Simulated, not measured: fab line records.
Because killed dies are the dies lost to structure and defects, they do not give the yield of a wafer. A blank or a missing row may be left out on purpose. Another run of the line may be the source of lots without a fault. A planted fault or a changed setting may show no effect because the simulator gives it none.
The tool behind it: which one? | flow sky130 | Sampling: 16 lots, 48 wafers, 4 of 708 route steps

## WHAT THE GAUGES READ, wafer by wafer
SKY_METAL2_RS_MEAS_05: the measuring method here is four-point-probe. Usual: METAL2_ALCU_RS gives 0.1263 ohm/sq (standard deviation 0.0015).
lot  | measured     | on           | METAL2_ALCU_RS (ohm/sq) | flag
L602 | day 34 22:31 | filmMetro-01 | 0.1286 0.1286 0.1276    | 
L603 | day 35 17:53 | filmMetro-01 | 0.1231 0.1253 0.1253    | 
L604 | day 36 18:22 | filmMetro-04 | 0.1268 0.1256 0.1268    | 
L606 | day 37 01:50 | filmMetro-04 | 0.1282 0.1293 0.1316    | 
L605 | day 37 02:48 | filmMetro-03 | 0.1263 0.1258 0.1264    | 
L607 | day 37 17:15 | filmMetro-03 | 0.1268 0.1266 0.1253    | 
L608 | day 37 19:13 | filmMetro-03 | 0.1251 0.1229 0.1246    | 
L609 | day 37 20:12 | filmMetro-03 | 0.1284 0.1291 0.1287    | 
L610 | day 37 22:11 | filmMetro-01 | 0.1268 0.1262 0.1253    | 
L615 | day 39 05:18 | filmMetro-01 | 0.1259 0.1272 0.1249    | 
L614 | day 39 10:26 | filmMetro-04 | 0.1244 0.1269 0.1263    | 
L616 | day 39 19:47 | filmMetro-01 | 0.1259 0.1248 0.1258    | 
L617 | day 39 22:12 | filmMetro-01 | 0.1245 0.1257 0.1260    | 
L618 | day 40 01:42 | filmMetro-01 | 0.1259 0.1233 0.1240    | 
L619 | day 40 03:09 | filmMetro-04 | 0.1263 0.1276 0.1266    | 
L620 | day 40 07:27 | filmMetro-01 | 0.1264 0.1259 0.1273    | 

SKY_VIA2_CD_MEAS_12: target cd 200 nm. Usual: 200.1 nm for cdNm, sd 1.4.
lot  | measured     | on       | cdNm (nm)         | flag
L602 | day 37 03:42 | cdSem-01 | 200.5 200.6 200.9 | 
L603 | day 37 23:35 | cdSem-02 | 201.2 201.1 201.0 | 
L604 | day 38 23:10 | cdSem-02 | 201.5 200.8 200.5 | 
L606 | day 39 05:23 | cdSem-02 | 200.5 198.8 198.0 | 
L605 | day 39 07:58 | cdSem-02 | 199.6 200.9 201.6 | 
L607 | day 39 21:52 | cdSem-02 | 201.6 201.0 200.6 | 
L608 | day 40 00:24 | cdSem-02 | 199.9 199.9 201.4 | 
L609 | day 40 02:13 | cdSem-01 | 200.7 200.9 200.3 | 
L610 | day 40 03:57 | cdSem-01 | 198.5 199.5 196.4 | 
L615 | day 41 08:08 | cdSem-01 | 197.6 198.5 199.6 | 
L614 | day 41 13:31 | cdSem-02 | 198.7 198.8 198.9 | 
L616 | day 41 21:44 | cdSem-02 | 220.3 220.5 219.9 | OFF
L617 | day 42 00:05 | cdSem-02 | 220.6 219.7 221.2 | OFF
L618 | day 42 03:27 | cdSem-01 | 220.3 221.5 221.8 | OFF
L619 | day 42 04:20 | cdSem-01 | 221.5 223.1 220.7 | OFF
L620 | day 42 08:14 | cdSem-02 | 199.9 199.6 198.6 | 

## EACH LOT AND THE TOOL THAT RAN IT (in order: tool; ch and the chambers of the sampled wafers; start)
lot  | SKY_METAL2_ETCH_18               | SKY_VIA2_EXPOSE_09
L602 | rieMetal-01 ch 0, day 36 00:25   | krfScanner-01 ch 0, day 36 15:26
L603 | rieMetal-03 ch 0,1, day 36 21:55 | krfScanner-02 ch 0, day 37 13:19
L604 | rieMetal-03 ch 0,1, day 37 19:34 | krfScanner-02 ch 0, day 38 11:09
L606 | rieMetal-03 ch 0,1, day 38 01:58 | krfScanner-02 ch 0, day 38 17:23
L605 | rieMetal-01 ch 0, day 38 04:19   | krfScanner-01 ch 0, day 38 19:26
L607 | rieMetal-01 ch 0,1, day 38 18:50 | krfScanner-01 ch 0, day 39 09:01
L608 | rieMetal-03 ch 1, day 38 21:16   | krfScanner-02 ch 0, day 39 12:20
L609 | rieMetal-01 ch 0,1, day 38 22:01 | krfScanner-01 ch 0, day 39 14:29
L610 | rieMetal-02 ch 0, day 39 00:37   | krfScanner-01 ch 0, day 39 16:32
L615 | rieMetal-03 ch 0,1, day 40 07:01 | krfScanner-01 ch 0, day 40 21:26
L614 | rieMetal-02 ch 0, day 40 12:20   | krfScanner-01 ch 0, day 41 01:43
L616 | rieMetal-03 ch 0,1, day 40 20:46 | krfScanner-01 ch 0, day 41 09:32
L617 | rieMetal-03 ch 0,1, day 40 23:04 | krfScanner-01 ch 0, day 41 11:59
L618 | rieMetal-02 ch 0, day 41 01:34   | krfScanner-01 ch 0, day 41 15:54
L619 | rieMetal-03 ch 0,1, day 41 03:16 | krfScanner-01 ch 0, day 41 17:23
L620 | rieMetal-01 ch 0,1, day 41 07:58 | krfScanner-02 ch 0, day 41 22:12
- SKY_METAL2_ETCH_18: etches BARC in N2/H2, stops on SiO2, time 45.9 s, target depth 60 nm.
- SKY_VIA2_EXPOSE_09: exposes mask VIM2, target cd 200 nm.

## AS READ BY THE TOOLS THEMSELVES (means over the sampled wafers that have a number; for cases with no such wafer, the mark the record gives instead)
SKY_METAL2_ETCH_18. Usual: drypumpMotorCurrentA 5.5 A, standard deviation 0.59; oesProductAu 0.854 a.u., standard deviation 0.0052; throttleValvePct 13.224 %, standard deviation 0.009.
lot  | tool        | drypumpMotorCurrentA (A) | oesProductAu (a.u.) | throttleValvePct (%) | flag
L602 | rieMetal-01 | 6.5                      | 0.858               | 13.233               | 
L603 | rieMetal-03 | 5.3                      | 0.853               | 13.220               | 
L604 | rieMetal-03 | 5.1                      | 0.854               | 13.231               | 
L606 | rieMetal-03 | 5.1                      | 0.852               | 13.220               | 
L605 | rieMetal-01 | 6.5                      | 0.859               | 13.225               | 
L607 | rieMetal-01 | 5.9                      | 0.846               | 13.230               | 
L608 | rieMetal-03 | 5.5                      | 0.855               | 13.228               | 
L609 | rieMetal-01 | 6.2                      | 0.862               | 13.227               | 
L610 | rieMetal-02 | 4.7                      | 0.851               | 13.229               | 
L615 | rieMetal-03 | 5.1                      | 0.859               | 13.226               | 
L614 | rieMetal-02 | 4.7                      | 0.857               | 13.231               | 
L616 | rieMetal-03 | 5.1                      | 0.855               | 13.217               | 
L617 | rieMetal-03 | 5.1                      | 0.854               | 13.220               | 
L618 | rieMetal-02 | 4.8                      | 0.850               | 13.223               | 
L619 | rieMetal-03 | 5.3                      | 0.852               | 13.223               | 
L620 | rieMetal-01 | 5.9                      | 0.853               | 13.219               | 

SKY_VIA2_EXPOSE_09. Usual: 38.00 for exposureDoseMJCm2, sd 0.042.
lot  | tool          | exposureDoseMJCm2 | flag
L602 | krfScanner-01 | 37.95             | 
L603 | krfScanner-02 | 37.98             | 
L604 | krfScanner-02 | 38.00             | 
L606 | krfScanner-02 | 38.05             | 
L605 | krfScanner-01 | 38.03             | 
L607 | krfScanner-01 | 38.01             | 
L608 | krfScanner-02 | 37.98             | 
L609 | krfScanner-01 | 37.98             | 
L610 | krfScanner-01 | 37.99             | 
L615 | krfScanner-01 | 38.02             | 
L614 | krfScanner-01 | 38.02             | 
L616 | krfScanner-01 | 42.61             | OFF
L617 | krfScanner-01 | 42.62             | OFF
L618 | krfScanner-01 | 42.65             | OFF
L619 | krfScanner-01 | 42.66             | OFF
L620 | krfScanner-02 | 37.95             | 

## THE ANSWER, worked out from the rows above alone
Rule: a lot counts as off when the mean over its wafers that have a number is more than 3 standard deviations away from the usual mean. Also off: a lot with no number at a reading for which 4 or more lots have one. The other lots that the step has rows for count as sound. The gauges are gone through in route order, then the tools' own readings, and for those a lot's mean is taken as printed above. At the first step where some lot is off, the reading lying furthest off is the one used; lots without a number count as furthest.
Off at SKY_VIA2_CD_MEAS_12 (cdNm): L616, L617, L618, L619.
A tool fits if, at a process step before that reading, it ran every lot that is off, and no sound lot after the first of them. Not tried: the gauges at SKY_VIA2_CD_MEAS_12; whatever is off there is also off at SKY_VIA2_EXPOSE_09, on other tools, and gauge error can't account for it. One candidate fits, namely krfScanner-01 at SKY_VIA2_EXPOSE_09. Its last sound lot is L614 (day 41 01:43), its first lot that is off L616 (day 41 09:32): a fault that began between those two fits.
On the lots that are off, the tool's own readings at SKY_VIA2_EXPOSE_09 differ by more than 5 times the standard deviation of the sound lots' means, which bears it out; exposureDoseMJCm2 reads 42.63 there versus 38.00 on the sound lots.

## WHAT WAS PUT IN BY THE SIMULATOR
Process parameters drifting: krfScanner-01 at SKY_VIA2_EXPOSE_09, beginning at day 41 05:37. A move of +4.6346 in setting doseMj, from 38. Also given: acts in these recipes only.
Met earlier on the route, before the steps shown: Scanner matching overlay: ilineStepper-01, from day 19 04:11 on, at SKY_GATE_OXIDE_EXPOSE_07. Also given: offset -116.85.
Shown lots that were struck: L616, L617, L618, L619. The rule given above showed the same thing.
